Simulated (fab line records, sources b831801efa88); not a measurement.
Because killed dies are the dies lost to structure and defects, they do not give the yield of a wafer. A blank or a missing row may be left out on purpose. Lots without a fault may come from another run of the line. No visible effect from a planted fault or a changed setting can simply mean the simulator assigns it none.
Which tool was responsible? | flow sky130 | 18 wafers sampled from 6 lots at 1 step of a route of 708

== WHAT THE GAUGES READ, wafer by wafer ==
SKY_FIELD_ISO_BOW_MEAS_00.
lot  | measured    | on            | INCOMING_BOW (um)
L582 | day 1 15:00 | film metro-01 | 0 -7 6
L584 | day 2 01:00 | film metro-02 | -9 -5 1
L586 | day 2 11:00 | film metro-02 | 3 -4 -6
L596 | day 4 13:00 | film metro-02 | 8 -6 3
L600 | day 5 09:02 | film metro-04 | 8 -2 5
L603 | day 6 00:01 | film metro-01 | 5 -3 2

== TOOL THAT RAN EACH LOT (tool first, then ch and the chambers of the sampled wafers, then the start) ==
There is no process step in the record ahead of these readings.

== THE ANSWER, worked out from the rows above alone ==
Rule: usual is defined by the lots themselves. Put in order of their means at a reading, lots are off if they are a third of the lots or fewer, leave a main group of 4 or more, and stand apart from it by a gap of 3 or more times the standard deviation of the main group's means; of several such gaps the widest counts. A main group is skipped when, at the precision printed for the reading in the tables above, its means are all equal. Also off: a lot with no number at a reading for which 4 or more lots have one. Where the step has rows for the other lots, those lots are counted as sound.
No lot is off on any of the readings shown, so nothing can be concluded from this.

== WHAT WAS PUT IN BY THE SIMULATOR ==
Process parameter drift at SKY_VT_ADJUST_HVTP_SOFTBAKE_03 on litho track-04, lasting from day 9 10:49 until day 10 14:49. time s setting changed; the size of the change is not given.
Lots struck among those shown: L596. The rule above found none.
